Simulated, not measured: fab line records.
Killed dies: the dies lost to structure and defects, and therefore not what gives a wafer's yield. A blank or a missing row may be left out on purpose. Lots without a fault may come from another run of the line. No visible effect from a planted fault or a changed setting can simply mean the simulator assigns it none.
The tool behind it: which one? || flow sky130 || 18 wafers from 6 lots sampled at 2 of the route's 708 steps

WHAT EACH GAUGE READ, for each wafer
SKY_VT_ADJUST_LVTN_TW_MEAS_10.
{"lot": "L909", "measured": "day 7 00:04", "on": "film metro-01", "VT_ADJUST_LVTN_TW": "241.8 243.8 243.6"}
{"lot": "L913", "measured": "day 9 01:31", "on": "film metro-02", "VT_ADJUST_LVTN_TW": "240.8 241.5 240.1"}
{"lot": "L914", "measured": "day 9 05:12", "on": "film metro-01", "VT_ADJUST_LVTN_TW": "241.6 240.6 240.6"}
{"lot": "L917", "measured": "day 9 14:04", "on": "film metro-04", "VT_ADJUST_LVTN_TW": "243.2 243.3 242.9"}
{"lot": "L921", "measured": "day 10 07:28", "on": "film metro-02", "VT_ADJUST_LVTN_TW": "242.3 241.5 241.8"}
{"lot": "L931", "measured": "day 13 09:39", "on": "film metro-04", "VT_ADJUST_LVTN_TW": "271.4 271.8 270.3 272.9 271.9 272.0"}

TOOL THAT RAN EACH LOT (tool first, then ch and the chambers of the sampled wafers, then the start)
{"lot": "L909", "SKY_VT_ADJUST_LVTN_IMPLANT_08": "implanter-03 ch 0, day 6 23:51"}
{"lot": "L913", "SKY_VT_ADJUST_LVTN_IMPLANT_08": "implanter-03 ch 0, day 9 01:16"}
{"lot": "L914", "SKY_VT_ADJUST_LVTN_IMPLANT_08": "implanter-01 ch 0, day 9 04:57"}
{"lot": "L917", "SKY_VT_ADJUST_LVTN_IMPLANT_08": "implanter-01 ch 0, day 9 13:49"}
{"lot": "L921", "SKY_VT_ADJUST_LVTN_IMPLANT_08": "implanter-03 ch 0, day 10 07:13"}
{"lot": "L931", "SKY_VT_ADJUST_LVTN_IMPLANT_08": "implanter-01 ch 0, day 13 09:24"}
- SKY_VT_ADJUST_LVTN_IMPLANT_08

THE ANSWER, worked out from the rows above alone
Rule: the lots themselves supply what counts as usual. The widest of any qualifying gaps counts: lots, ordered by their means at a reading, are off when they make up no more than a third of the lots, leave a main group of 4 or more, and stand apart from it by 3 or more times the standard deviation of that group's means. Not used: any main group whose means are identical at the precision the tables above print for the reading. A lot without any number at a reading at which 4 lots or more have one is off too. Any other lot the step has rows for is counted as sound.
Off: at SKY_VT_ADJUST_LVTN_TW_MEAS_10 (VT_ADJUST_LVTN_TW), L931. Mean 242.0 and standard deviation 1 in the main group.
A tool fits if, at a process step before that reading, it ran every lot that is off, and no sound lot after the first of them. Gauges at SKY_VT_ADJUST_LVTN_TW_MEAS_10: tried the same way as those tools. 2 tools fit, implanter-01 at SKY_VT_ADJUST_LVTN_IMPLANT_08 and film metro-04 at SKY_VT_ADJUST_LVTN_TW_MEAS_10, so this cannot tell which one it is.

WHAT WAS PUT IN BY THE SIMULATOR
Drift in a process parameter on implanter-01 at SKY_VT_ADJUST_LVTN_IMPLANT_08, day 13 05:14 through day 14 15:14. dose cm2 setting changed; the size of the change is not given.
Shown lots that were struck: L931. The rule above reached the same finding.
